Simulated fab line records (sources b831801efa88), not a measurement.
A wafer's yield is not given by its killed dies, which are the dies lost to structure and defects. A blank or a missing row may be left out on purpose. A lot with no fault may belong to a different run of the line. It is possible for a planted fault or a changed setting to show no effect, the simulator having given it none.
Problem report in the 8D (eight disciplines) form, filled by code :: flow gf180mcu :: the parts of the form that need people (team, actions taken, sign-off) are left out

1. WHAT IS WRONG
TOP_METAL_ALCU_RS at GF_TOP_METAL_RS_MEAS_05 reads a mean of 0.0388 ohm/sq on 1 wafer of 1 lot; wafers without a fault read 0.0326 ohm/sq with a standard deviation of 0.00036. Measured from the usual mean, that is +17 standard deviations.
The step: measures by four-point-probe.
First observed at day 29 03:46: wafer L639.3, on filmMetro-02. At this step, 33 wafers from 11 lots have a number in the record. Rule for "out", or "out of limits": more than 4 standard deviations from the usual mean. Any other wafer with a number is counted as sound.

2. WHAT IT IS; WHAT IT IS NOT
question: which readings at this step
is: TOP_METAL_ALCU_RS
is not: -

question: which lots
is: L639
is not: L634, L636, L638, L648, L650, L651, L652, L653, L655, L656

question: which wafers of those lots
is: L639.3
is not: L639.1, L639.6

question: read on which gauges
is: filmMetro-02
is not: filmMetro-01, filmMetro-04

question: when
is: from day 29 03:46
is not: up to then (11 sound wafers); but 21 sound wafers of L648, L650, L651, L652, L653, L655, L656 came after

3. WHAT RULES OUT EACH SUSPECT
Counting: a tool at a process step up to the reading stays a suspect if it ran every lot that is out. Sound lots after the first of them don't rule it out here, since some wafers of a struck lot are sound.
- the gauge at GF_TOP_METAL_RS_MEAS_05: kept. All the wafers that are out were read on filmMetro-02, and no step on other tools shows them out.
- plasmaAsher-04 at GF_MIM_STRIP_20 (strips in O2/N2): kept. It ran the lot that is out, L639 (day 27 09:16); its last sound lot up to then is L634 (day 25 15:23).
- pvdSputter-04 at GF_TOP_METAL_SPUTTER_02 (material AlCu, target thk 900 nm, time 47.82 s): kept. It ran the lot that is out, L639 (day 29 03:41); its last sound lot up to then is L638 (day 28 20:19).
- pvdSputter-04 at GF_TOP_METAL_SPUTTER_04 (material TiN, target thk 25 nm, time 20.8 s): kept. It ran the lot that is out, L639 (day 29 03:44); its last sound lot up to then is L638 (day 28 20:23).
Left after counting: plasmaAsher-04 at GF_MIM_STRIP_20, pvdSputter-04 at GF_TOP_METAL_SPUTTER_02, pvdSputter-04 at GF_TOP_METAL_SPUTTER_04, filmMetro-02 at GF_TOP_METAL_RS_MEAS_05.

4. THE CAUSE (what the simulator had put in)
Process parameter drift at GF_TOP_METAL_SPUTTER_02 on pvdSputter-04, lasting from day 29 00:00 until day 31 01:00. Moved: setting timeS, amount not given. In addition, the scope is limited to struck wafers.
Counting leaves 4 suspects; this tool is one of them.

5. THE EFFECT CHAIN, in route order
Rows list readings where the struck wafers' mean (over those with a number) sits beyond 3 standard deviations from the usual. Scope: only readings with a usual standard deviation given in the record; hours: median across lots of the time from each lot's start at the first step in this table that gives one to its start at this step; sigmas: change in usual standard deviations.
hours: 0
step: GF_TOP_METAL_RS_MEAS_05
reading: TOP_METAL_ALCU_RS
usual: 0.0326 ohm/sq
on struck wafers: 0.0388
change: +0.0062
sigmas: +17

hours: 3
step: GF_TOP_METAL_THK_MEAS_06
reading: TOP_METAL_ALCU_THK
usual: 910 nm
on struck wafers: 769
change: -141
sigmas: -13

6. WHAT WOULD HAVE CAUGHT IT SOONER
In this record the first reading out of limits at a measuring or inspecting step was taken at day 29 03:46, 4 hours after the fault began at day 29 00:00.
Of the tool readings at GF_TOP_METAL_SPUTTER_02 for which the record gives a usual standard deviation, none was out on any struck wafer, so an alarm limit of 4 standard deviations on them would not have fired.
The start of GF_TOP_METAL_SPUTTER_02 on pvdSputter-04 came by day 29 03:46 for every one of the lots that are out (1). Had the tool been put on hold then, not one of them would have been saved.
